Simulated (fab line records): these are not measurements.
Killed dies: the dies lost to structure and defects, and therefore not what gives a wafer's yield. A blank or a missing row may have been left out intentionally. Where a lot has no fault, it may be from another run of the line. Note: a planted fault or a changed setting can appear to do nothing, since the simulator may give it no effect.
fab line records + flow gf180mcu
record
- lots=11
- wafers=33
- last-day=34
route steps=602 shown SAB@277 SALICIDE@282 CONTACT@311 M1@319
lots untouched by any fault: they come from a run of this same line in which no faults occurred
start-h: hours from the record's opening day to when the first of the lot's shown wafers began + wait-h: hours from the lot's prior step to this one + " identical to the entry in the row above + L1.1+2: several wafers, shown together as one row + - no value present, or no start provided + * or withheld: withheld + < > ~ a bound
route shown NAME@n: NAME is a module with steps in the file, n the number in the route of the first one + usual: mean and standard deviation over wafers with no fault + same: alike in all rows + chamber/n: place in a boat + sites: each site's reading + _std_site: the values' standard deviation + _edge_site: the outer-site mean with the inner-site mean subtracted + radius-mm: how far each site lies from the wafer's centre + mask NAME#n: copy n + behind: the last tool/chamber to shape the wafer + hold: why the lot went on hold/how many hours it stayed there/how the hold came to an end + device: the transistor (n, p or np) that didn't switch + end of line: the route-end tests of the same wafers + for a step that has no rows: nothing shown but its recipe + killed: dies that structure and defects cost at the first sort, which is not the same as the wafer's yield + map: per-die view of a wafer (x killed, . not killed, _ where there is no die)
set.NAME: the setting the step ran with; set.NAME@STEP: the setting that earlier step ran with + model.NAME: the simulator's own value behind a step, which no gauge read
steps of the route over a sample of lots; a table a step, a row a wafer
services: when a tool's chamber went out of use (start-h, in hours from the record's first day, below 0 if earlier), for how many hours, and the reason
## steps
# step GF_SAB_STRIP_13
# recipe
- chemistry=O2/N2
- power-w=1400
- pressure-mtorr=1500
- platen-temp-c=250
- o2-flow-sccm=3000
- n2-flow-sccm=300
- overash-fraction=0.5
# usual
- drypump-motor-current-A=5.4/0.44
- heater-power-w=331/27
- oes-product-au=0.710/0.0047
- platen-temp-c=250.00/0.2
- strip-time-to-endpoint-s=12.61/0.041
| lot.wafer | tool            | chamber | start-h | wait-h | drypump-motor-current-A | heater-power-w | oes-product-au | platen-temp-c | rf-hours-counter-h | strip-time-to-endpoint-s |
|-----------|-----------------|---------|---------|--------|-------------------------|----------------|----------------|---------------|--------------------|--------------------------|
| L891.1    | plasma-asher-03 | 0       | 344.51  | 0.0    | 5.6                     | 345            | 0.711          | 250.45        | 23                 | 12.56                    |
| L891.4    | "               | 1       | "       | "      | 4.6                     | 335            | 0.707          | 250.02        | -                  | 12.59                    |
| L891.6    | "               | 0       | "       | "      | 5.6                     | 340            | 0.712          | 250.48        | -                  | 12.60                    |
| L892.1    | plasma-asher-03 | 0       | 353.43  | 0.0    | 5.7                     | 350            | 0.701          | 249.90        | 24                 | 12.69                    |
| L892.3    | "               | 1       | "       | "      | 4.6                     | 345            | 0.706          | 250.22        | -                  | 12.68                    |
| L892.6    | "               | 1       | "       | "      | 4.6                     | 335            | 0.701          | 250.12        | -                  | 12.68                    |
| L893.3    | plasma-asher-03 | 1       | 363.41  | 0.0    | 4.6                     | 341            | 0.708          | 249.90        | -                  | 12.60                    |
| L893.4    | "               | 0       | "       | "      | 5.7                     | 338            | 0.713          | 249.91        | -                  | 12.59                    |
| L893.5    | "               | 0       | "       | "      | 5.7                     | 338            | 0.704          | 249.73        | -                  | 12.60                    |
| L895.4    | plasma-asher-01 | 1       | 377.31  | 0.0    | 5.4                     | 310            | 0.716          | 249.81        | -                  | 12.67                    |
| L895.5    | "               | 1       | "       | "      | 5.3                     | 315            | 0.713          | 250.27        | -                  | 12.67                    |
| L895.6    | "               | 0       | "       | "      | 5.2                     | 358            | 0.714          | 250.07        | -                  | 12.67                    |
| L896.1    | plasma-asher-01 | 0       | 391.24  | 0.0    | 5.2                     | 362            | 0.714          | 249.79        | 64                 | 12.60                    |
| L896.5    | "               | 1       | "       | "      | 5.3                     | 305            | 0.704          | 249.86        | -                  | 12.61                    |
| L896.6    | "               | 0       | "       | "      | 5.2                     | 378            | 0.707          | 250.22        | -                  | 12.64                    |
| L897.3    | plasma-asher-01 | 1       | 399.94  | 0.0    | 5.2                     | 307            | 0.713          | 250.05        | -                  | 12.61                    |
| L897.4    | "               | 0       | "       | "      | 5.2                     | 363            | 0.711          | 250.16        | -                  | 12.61                    |
| L897.5    | "               | 1       | "       | "      | 5.3                     | 306            | 0.711          | 249.83        | -                  | 12.61                    |
| L900.2    | plasma-asher-01 | 1       | 438.46  | 0.0    | 5.3                     | 303            | 0.713          | 249.89        | 70                 | 12.58                    |
| L900.4    | "               | 0       | "       | "      | 5.2                     | 354            | 0.704          | 250.02        | -                  | 12.61                    |
| L900.5    | "               | 1       | "       | "      | 5.3                     | 304            | 0.712          | 249.82        | -                  | 12.64                    |
| L902.1    | plasma-asher-03 | 0       | 450.92  | 0.0    | 5.7                     | 348            | 0.705          | 249.94        | 35                 | 12.62                    |
| L902.4    | "               | 1       | "       | "      | 4.6                     | 332            | 0.713          | 250.02        | -                  | 12.62                    |
| L902.6    | "               | 1       | "       | "      | 4.6                     | 333            | 0.704          | 249.90        | -                  | 12.62                    |
| L904.1    | plasma-asher-01 | 1       | 460.73  | 0.0    | 5.3                     | 298            | 0.708          | 249.82        | 72                 | 12.58                    |
| L904.2    | "               | 0       | "       | "      | 5.2                     | 367            | 0.703          | 249.94        | 72                 | 12.54                    |
| L904.4    | "               | 1       | "       | "      | 5.3                     | 305            | 0.707          | 249.85        | -                  | 12.57                    |
| L911.1    | plasma-asher-01 | 0       | 517.58  | 0.0    | 5.2                     | 372            | 0.703          | 249.99        | 79                 | 12.54                    |
| L911.2    | "               | 1       | "       | "      | 5.3                     | 302            | 0.706          | 250.07        | 79                 | 12.60                    |
| L911.3    | "               | 1       | "       | "      | 5.2                     | 298            | 0.711          | 250.61        | -                  | 12.54                    |
| L912.2    | plasma-asher-01 | 0       | 524.13  | 0.0    | 5.2                     | 365            | 0.705          | 250.54        | 80                 | 12.61                    |
| L912.4    | "               | 1       | "       | "      | 5.3                     | 301            | 0.697          | 250.01        | -                  | 12.60                    |
| L912.6    | "               | 1       | "       | "      | 5.3                     | 315            | 0.716          | 250.10        | -                  | 12.62                    |
# step GF_SALICIDE_RS_MEAS_04
# recipe
- thk-meas-gauge=four-point-probe
- reads=TiN_of_SALICIDE_SPUTTER_03+Co_of_SALICIDE_SPUTTER_02
# usual
- SALICIDE_TIN_RS=16.43/0.27
| lot.wafer | tool          | chamber | start-h | wait-h | SALICIDE_TIN_RS[ohm/sq] |
|-----------|---------------|---------|---------|--------|-------------------------|
| L891.1    | film-metro-04 | -       | 344.75  | 0.0    | 16.59                   |
| L891.4    | "             | -       | "       | "      | 16.52                   |
| L891.6    | "             | -       | "       | "      | 16.91                   |
| L892.1    | film-metro-02 | -       | 353.67  | 0.0    | 16.59                   |
| L892.3    | "             | -       | "       | "      | 16.43                   |
| L892.6    | "             | -       | "       | "      | 16.74                   |
| L893.3    | film-metro-04 | -       | 363.66  | 0.1    | 16.22                   |
| L893.4    | "             | -       | "       | "      | 16.43                   |
| L893.5    | "             | -       | "       | "      | 16.36                   |
| L895.4    | film-metro-03 | -       | 377.58  | 0.1    | 16.77                   |
| L895.5    | "             | -       | "       | "      | 16.89                   |
| L895.6    | "             | -       | "       | "      | 16.73                   |
| L896.1    | film-metro-03 | -       | 391.48  | 0.0    | 16.58                   |
| L896.5    | "             | -       | "       | "      | 16.60                   |
| L896.6    | "             | -       | "       | "      | 16.30                   |
| L897.3    | film-metro-03 | -       | 400.19  | 0.1    | 16.59                   |
| L897.4    | "             | -       | "       | "      | 16.47                   |
| L897.5    | "             | -       | "       | "      | 16.30                   |
| L900.2    | film-metro-03 | -       | 438.73  | 0.0    | 16.59                   |
| L900.4    | "             | -       | "       | "      | 15.94                   |
| L900.5    | "             | -       | "       | "      | 16.21                   |
| L902.1    | film-metro-04 | -       | 451.17  | 0.0    | 16.70                   |
| L902.4    | "             | -       | "       | "      | 16.59                   |
| L902.6    | "             | -       | "       | "      | 16.49                   |
| L904.1    | film-metro-02 | -       | 460.97  | 0.0    | 16.46                   |
| L904.2    | "             | -       | "       | "      | 16.60                   |
| L904.4    | "             | -       | "       | "      | 16.63                   |
| L911.1    | film-metro-02 | -       | 517.82  | 0.0    | 16.76                   |
| L911.2    | "             | -       | "       | "      | 16.73                   |
| L911.3    | "             | -       | "       | "      | 16.72                   |
| L912.2    | film-metro-03 | -       | 524.39  | 0.0    | 16.36                   |
| L912.4    | "             | -       | "       | "      | 16.48                   |
| L912.6    | "             | -       | "       | "      | 16.67                   |
# step GF_CONTACT_CVD_24
# recipe
- material=W
- target-thk-nm=300
- time-s=90.339
- temp-c=400
- pressure-torr=40
# usual
- chamber-pressure-Torr=39.99/0.078
- heater-power-w=742/89
| lot.wafer | tool     | chamber | start-h | wait-h | chamber-pressure-Torr | heater-power-w | since-wet-clean-h |
|-----------|----------|---------|---------|--------|-----------------------|----------------|-------------------|
| L891.1    | cvd-w-01 | 1       | 369.16  | 0.0    | 39.97                 | 799            | 463               |
| L891.4    | "        | 1       | "       | "      | 39.86                 | 798            | -                 |
| L891.6    | "        | 0       | "       | "      | 39.92                 | 643            | -                 |
| L892.1    | cvd-w-01 | 0       | 377.70  | 0.0    | 39.90                 | 638            | 472               |
| L892.3    | "        | 1       | "       | "      | 40.02                 | 796            | -                 |
| L892.6    | "        | 0       | "       | "      | 40.00                 | 656            | -                 |
| L893.3    | cvd-w-02 | 1       | 387.67  | 0.1    | 39.94                 | 883            | -                 |
| L893.4    | "        | 0       | "       | "      | 40.02                 | 708            | -                 |
| L893.5    | "        | 1       | "       | "      | 39.90                 | 888            | -                 |
| L895.4    | cvd-w-01 | 0       | 402.76  | 0.1    | 39.94                 | 660            | -                 |
| L895.5    | "        | 1       | "       | "      | 39.98                 | 807            | -                 |
| L895.6    | "        | 0       | "       | "      | 39.91                 | 649            | -                 |
| L896.1    | cvd-w-02 | 1       | 416.66  | 0.0    | 40.05                 | 856            | 13                |
| L896.5    | "        | 0       | "       | "      | 40.01                 | 671            | -                 |
| L896.6    | "        | 1       | "       | "      | 40.06                 | 827            | -                 |
| L897.3    | cvd-w-02 | 0       | 425.38  | 0.1    | 39.90                 | 658            | -                 |
| L897.4    | "        | 1       | "       | "      | 39.97                 | 858            | -                 |
| L897.5    | "        | 0       | "       | "      | 39.99                 | 670            | -                 |
| L900.2    | cvd-w-02 | 1       | 465.09  | 0.0    | 40.04                 | 862            | 61                |
| L900.4    | "        | 0       | "       | "      | 39.94                 | 673            | -                 |
| L900.5    | "        | 1       | "       | "      | 39.92                 | 848            | -                 |
| L902.1    | cvd-w-01 | 0       | 478.08  | 0.0    | 39.81                 | 636            | 572               |
| L902.4    | "        | 1       | "       | "      | 39.95                 | 815            | -                 |
| L902.6    | "        | 0       | "       | "      | 39.92                 | 634            | -                 |
| L904.1    | cvd-w-01 | 1       | 486.58  | 0.0    | 39.98                 | 791            | 581               |
| L904.2    | "        | 0       | "       | "      | 40.07                 | 637            | 581               |
| L904.4    | "        | 0       | "       | "      | 40.09                 | 637            | -                 |
| L911.1    | cvd-w-01 | 0       | 542.15  | 0.0    | 40.05                 | 646            | 636               |
| L911.2    | "        | 1       | "       | "      | 29.85                 | 807            | 636               |
| L911.3    | "        | 0       | "       | "      | 40.05                 | 649            | -                 |
| L912.2    | cvd-w-01 | 1       | 548.95  | 0.0    | 30.07                 | 814            | 643               |
| L912.4    | "        | 1       | "       | "      | 29.87                 | 812            | -                 |
| L912.6    | "        | 1       | "       | "      | 29.93                 | 814            | -                 |
# step GF_CONTACT_RS_MEAS_25
# recipe
- thk-meas-gauge=four-point-probe
- reads=W_of_CONTACT_CVD_24+TiN_of_CONTACT_SPUTTER_23+Ti_of_CONTACT_SPUTTER_22
# usual
- CONTACT_W_RS=0.376/0.0083
| lot.wafer | tool          | chamber | start-h | wait-h | CONTACT_W_RS[ohm/sq] |
|-----------|---------------|---------|---------|--------|----------------------|
| L891.1    | film-metro-03 | -       | 369.26  | 0.1    | 0.384                |
| L891.4    | "             | -       | "       | "      | 0.383                |
| L891.6    | "             | -       | "       | "      | 0.367                |
| L892.1    | film-metro-01 | -       | 377.80  | 0.1    | 0.363                |
| L892.3    | "             | -       | "       | "      | 0.386                |
| L892.6    | "             | -       | "       | "      | 0.366                |
| L893.3    | film-metro-01 | -       | 387.78  | 0.1    | 0.384                |
| L893.4    | "             | -       | "       | "      | 0.385                |
| L893.5    | "             | -       | "       | "      | 0.386                |
| L895.4    | film-metro-03 | -       | 402.89  | 0.1    | 0.371                |
| L895.5    | "             | -       | "       | "      | 0.388                |
| L895.6    | "             | -       | "       | "      | 0.364                |
| L896.1    | film-metro-01 | -       | 416.76  | 0.1    | 0.381                |
| L896.5    | "             | -       | "       | "      | 0.379                |
| L896.6    | "             | -       | "       | "      | 0.387                |
| L897.3    | film-metro-01 | -       | 425.49  | 0.1    | 0.379                |
| L897.4    | "             | -       | "       | "      | 0.385                |
| L897.5    | "             | -       | "       | "      | 0.378                |
| L900.2    | film-metro-01 | -       | 465.21  | 0.1    | 0.377                |
| L900.4    | "             | -       | "       | "      | 0.380                |
| L900.5    | "             | -       | "       | "      | 0.379                |
| L902.1    | film-metro-03 | -       | 478.18  | 0.1    | 0.368                |
| L902.4    | "             | -       | "       | "      | 0.379                |
| L902.6    | "             | -       | "       | "      | 0.362                |
| L904.1    | film-metro-02 | -       | 486.68  | 0.1    | 0.378                |
| L904.2    | "             | -       | "       | "      | 0.362                |
| L904.4    | "             | -       | "       | "      | 0.358                |
| L911.1    | film-metro-03 | -       | 542.25  | 0.1    | 0.371                |
| L911.2    | "             | -       | "       | "      | 0.441                |
| L911.3    | "             | -       | "       | "      | 0.362                |
| L912.2    | film-metro-02 | -       | 549.07  | 0.1    | 0.445                |
| L912.4    | "             | -       | "       | "      | 0.444                |
| L912.6    | "             | -       | "       | "      | 0.445                |
# step GF_CONTACT_THK_MEAS_26
# recipe
- thk-meas-gauge=xrf
- reads=W_of_CONTACT_CVD_24
# usual
- CONTACT_W_THK=314/7.2
| lot.wafer | tool          | chamber | start-h | wait-h | CONTACT_W_THK[nm] |
|-----------|---------------|---------|---------|--------|-------------------|
| L891.1    | film-metro-03 | -       | 369.38  | 0.1    | 307               |
| L891.4    | "             | -       | "       | "      | 309               |
| L891.6    | "             | -       | "       | "      | 322               |
| L892.1    | film-metro-01 | -       | 377.92  | 0.1    | 323               |
| L892.3    | "             | -       | "       | "      | 302               |
| L892.6    | "             | -       | "       | "      | 319               |
| L893.3    | film-metro-01 | -       | 387.88  | 0.1    | 309               |
| L893.4    | "             | -       | "       | "      | 310               |
| L893.5    | "             | -       | "       | "      | 308               |
| L895.4    | film-metro-03 | -       | 402.98  | 0.1    | 317               |
| L895.5    | "             | -       | "       | "      | 303               |
| L895.6    | "             | -       | "       | "      | 321               |
| L896.1    | film-metro-01 | -       | 416.88  | 0.1    | 312               |
| L896.5    | "             | -       | "       | "      | 313               |
| L896.6    | "             | -       | "       | "      | 306               |
| L897.3    | film-metro-01 | -       | 425.59  | 0.1    | 311               |
| L897.4    | "             | -       | "       | "      | 306               |
| L897.5    | "             | -       | "       | "      | 313               |
| L900.2    | film-metro-01 | -       | 465.32  | 0.1    | 314               |
| L900.4    | "             | -       | "       | "      | 309               |
| L900.5    | "             | -       | "       | "      | 312               |
| L902.1    | film-metro-03 | -       | 478.30  | 0.1    | 321               |
| L902.4    | "             | -       | "       | "      | 313               |
| L902.6    | "             | -       | "       | "      | 329               |
| L904.1    | film-metro-02 | -       | 486.80  | 0.1    | 312               |
| L904.2    | "             | -       | "       | "      | 326               |
| L904.4    | "             | -       | "       | "      | 330               |
| L911.1    | film-metro-03 | -       | 542.37  | 0.1    | 318               |
| L911.2    | "             | -       | "       | "      | 267               |
| L911.3    | "             | -       | "       | "      | 325               |
| L912.2    | film-metro-02 | -       | 549.18  | 0.1    | 265               |
| L912.4    | "             | -       | "       | "      | 266               |
| L912.6    | "             | -       | "       | "      | 265               |
# step GF_CONTACT_CMP_27
# recipe
- stop-on=SiO2
- down-force-psi=3.5
- platen-rpm=60
- t-overpolish-s=15
- target-thk-nm=0
- pad-velocity-m-s=0.94248
# usual
- motor-current-A=11.5/1.4
- slurry-flow-ml-min=149.9/0.43
- time-to-endpoint-s=72/3.1
| lot.wafer | tool   | chamber | start-h | wait-h | motor-current-A | slurry-flow-ml-min | time-to-endpoint-s |
|-----------|--------|---------|---------|--------|-----------------|--------------------|--------------------|
| L891.1    | cmp-02 | 2       | 369.44  | 0.1    | 13.6            | 149.2              | 69                 |
| L891.4    | "      | 1       | "       | "      | 9.7             | 150.6              | 71                 |
| L891.6    | "      | 2       | "       | "      | 13.6            | 149.4              | 70                 |
| L892.3    | cmp-01 | 0       | 377.98  | 0.0    | 10.5            | 150.2              | 71                 |
| L892.1    | "      | 2       | "       | "      | 10.2            | 149.6              | 74                 |
| L892.6    | "      | 0       | "       | "      | 11.5            | 150.5              | 74                 |
| L893.3    | cmp-01 | 0       | 387.92  | 0.0    | 11.4            | 150.5              | 74                 |
| L893.4    | "      | 1       | "       | "      | 12.4            | 150.1              | 70                 |
| L893.5    | "      | 0       | "       | "      | 10.8            | 150.3              | 71                 |
| L895.4    | cmp-02 | 2       | 403.06  | 0.1    | 14.0            | 150.0              | 73                 |
| L895.6    | "      | 1       | "       | "      | 10.0            | 149.7              | 77                 |
| L895.5    | "      | 2       | "       | "      | 13.3            | 150.1              | 67                 |
| L896.1    | cmp-01 | 1       | 416.99  | 0.1    | 13.4            | 150.2              | 68                 |
| L896.6    | "      | 0       | "       | "      | 10.6            | 150.0              | 68                 |
| L896.5    | "      | 1       | "       | "      | 13.0            | 149.5              | 67                 |
| L897.4    | cmp-01 | 1       | 425.73  | 0.1    | 12.4            | 150.1              | 68                 |
| L897.3    | "      | 2       | "       | "      | 10.1            | 149.7              | 68                 |
| L897.5    | "      | 0       | "       | "      | 10.4            | 149.9              | 71                 |
| L900.2    | cmp-02 | 3       | 465.47  | 0.1    | 11.0            | 149.7              | 71                 |
| L900.4    | "      | 0       | "       | "      | 12.2            | 149.7              | 70                 |
| L900.5    | "      | 2       | "       | "      | 13.9            | 150.2              | 69                 |
| L902.4    | cmp-02 | 3       | 478.41  | 0.1    | 11.4            | 150.9              | 71                 |
| L902.1    | "      | 0       | "       | "      | 12.2            | 149.8              | 73                 |
| L902.6    | "      | 3       | "       | "      | 10.8            | 150.6              | 74                 |
| L904.4    | cmp-02 | 0       | 486.86  | 0.0    | 11.9            | 149.7              | 74                 |
| L904.2    | "      | 1       | "       | "      | 9.9             | 149.6              | 73                 |
| L904.1    | "      | 2       | "       | "      | 13.3            | 149.4              | 69                 |
| L911.3    | cmp-02 | 2       | 542.48  | 0.1    | 13.9            | 150.2              | 75                 |
| L911.1    | "      | 3       | "       | "      | 11.1            | 149.9              | 76                 |
| L911.2    | "      | 0       | "       | "      | 11.8            | 150.1              | 64                 |
| L912.4    | cmp-02 | 0       | 549.28  | 0.1    | 11.0            | 151.0              | 59                 |
| L912.2    | "      | 1       | "       | "      | 9.8             | 150.1              | 62                 |
| L912.6    | "      | 0       | "       | "      | 11.7            | 150.0              | 60                 |
# step GF_M1_SPUTTER_04
# recipe
- material=TiN
- target-thk-nm=50
- power-w=6500
- time-s=41.7
- chamber-pressure-pa=0.4
# usual
- throttle-valve-pct=30.0/1.2
| lot.wafer | tool           | chamber | start-h | wait-h | throttle-valve-pct |
|-----------|----------------|---------|---------|--------|--------------------|
| L891.1    | pvd-sputter-02 | -       | 369.92  | 0.0    | 30.3               |
| L891.4    | "              | -       | "       | "      | 32.2               |
| L891.6    | "              | -       | "       | "      | 32.2               |
| L892.1    | pvd-sputter-03 | -       | 378.46  | 0.0    | 31.2               |
| L892.3    | "              | -       | "       | "      | 28.0               |
| L892.6    | "              | -       | "       | "      | 28.2               |
| L893.3    | pvd-sputter-04 | -       | 388.40  | 0.0    | 29.6               |
| L893.4    | "              | -       | "       | "      | 29.8               |
| L893.5    | "              | -       | "       | "      | 29.5               |
| L895.4    | pvd-sputter-03 | -       | 403.49  | 0.0    | 27.9               |
| L895.5    | "              | -       | "       | "      | 27.8               |
| L895.6    | "              | -       | "       | "      | 31.8               |
| L896.1    | pvd-sputter-04 | -       | 417.42  | 0.0    | 30.5               |
| L896.5    | "              | -       | "       | "      | 30.5               |
| L896.6    | "              | -       | "       | "      | 30.0               |
| L897.3    | pvd-sputter-04 | -       | 426.11  | 0.0    | 29.5               |
| L897.4    | "              | -       | "       | "      | 29.8               |
| L897.5    | "              | -       | "       | "      | 29.9               |
| L900.2    | pvd-sputter-03 | -       | 465.85  | 0.0    | 31.5               |
| L900.4    | "              | -       | "       | "      | 27.9               |
| L900.5    | "              | -       | "       | "      | 27.9               |
| L902.1    | pvd-sputter-03 | -       | 478.84  | 0.0    | 29.0               |
| L902.4    | "              | -       | "       | "      | 31.6               |
| L902.6    | "              | -       | "       | "      | 32.0               |
| L904.1    | pvd-sputter-04 | -       | 487.35  | 0.0    | 30.6               |
| L904.2    | "              | -       | "       | "      | 30.1               |
| L904.4    | "              | -       | "       | "      | 30.6               |
| L911.1    | pvd-sputter-04 | -       | 542.91  | 0.0    | 30.4               |
| L911.2    | "              | -       | "       | "      | 29.8               |
| L911.3    | "              | -       | "       | "      | 29.9               |
| L912.2    | pvd-sputter-03 | -       | 549.71  | 0.0    | 31.2               |
| L912.4    | "              | -       | "       | "      | 28.8               |
| L912.6    | "              | -       | "       | "      | 28.9               |
## services
| tool            | chamber | start-h | hours | kind   |
|-----------------|---------|---------|-------|--------|
| cmp-02          | -       | 333.15  | 0.8   | repair |
| pvd-sputter-03  | -       | 344.22  | 1.2   | repair |
| cmp-01          | -       | 347.85  | 2.1   | repair |
| cvd-w-02        | -       | 348.75  | 6.9   | pm     |
| cmp-02          | -       | 355.73  | 0.2   | repair |
| pvd-sputter-03  | -       | 358.13  | 2.6   | repair |
| cvd-w-02        | 1       | 371.87  | 5.1   | repair |
| cmp-01          | -       | 384.68  | 1.1   | repair |
| cvd-w-02        | -       | 390.00  | 14.0  | pm     |
| pvd-sputter-04  | -       | 392.01  | 1.2   | repair |
| cmp-01          | -       | 400.36  | 1.6   | repair |
| cmp-02          | -       | 404.09  | 4.0   | pm     |
| pvd-sputter-03  | -       | 414.66  | 9.9   | repair |
| cmp-01          | -       | 471.03  | 2.5   | repair |
| cmp-01          | -       | 473.19  | 0.7   | repair |
| cvd-w-02        | -       | 482.87  | 0.4   | repair |
| plasma-asher-01 | -       | 492.33  | 2.8   | pm     |
| cmp-02          | -       | 492.95  | 16.0  | repair |
| plasma-asher-03 | -       | 506.10  | 28.1  | pm     |
| cmp-02          | -       | 508.92  | 4.4   | pm     |
| cmp-01          | -       | 516.34  | 0.9   | repair |
| cvd-w-01        | -       | 518.06  | 0.5   | repair |
| cmp-01          | -       | 540.03  | 2.2   | repair |
| cvd-w-02        | -       | 547.99  | 2.8   | pm     |
## key
first-sign
- step=GF_CONTACT_CVD_24
- reading=chamber-pressure-Torr
- direction=down
- sigmas=99+
- usual=39.99
- struck=29.93
effect
- step=GF_CONTACT_RS_MEAS_25
- reading=CONTACT_W_RS
- direction=up
- sigmas=8.2
- usual=0.376
- struck=0.444
effect
- step=GF_CONTACT_THK_MEAS_26
- reading=CONTACT_W_THK
- direction=down
- sigmas=6.8
- usual=314
- struck=266
effect
- step=GF_CONTACT_CMP_27
- reading=time-to-endpoint-s
- direction=down
- sigmas=3.5
- usual=*
- struck=*
met-at GF_CONTACT_CVD_24
struck-lots L911,L912
struck-wafers L911.2,L912.2,L912.4,L912.6
tester-left-out L911,L912
not-acting-at GF_SAB_STRIP_13,GF_SALICIDE_RS_MEAS_04,GF_M1_SPUTTER_04
onset-between 486.58 542.15
fault
- kind=process-parameter-drift
- tool=cvd-w-01
- chamber=1
- onset-h=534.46
- steps=GF_CONTACT_CVD_24
- channel=pressure-torr
- offset=-10.128
- shape=step
- end-h=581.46
- acts-in=these-recipes-only
- stated=40
# tester-left-out: of these lots the tester's yield and bins aren't shown, on N5 and GAA mostly nor the transistor test; their killed dies are dies lost to structure and defects alone, not to doping, threshold or leakage, so they don't give the yield
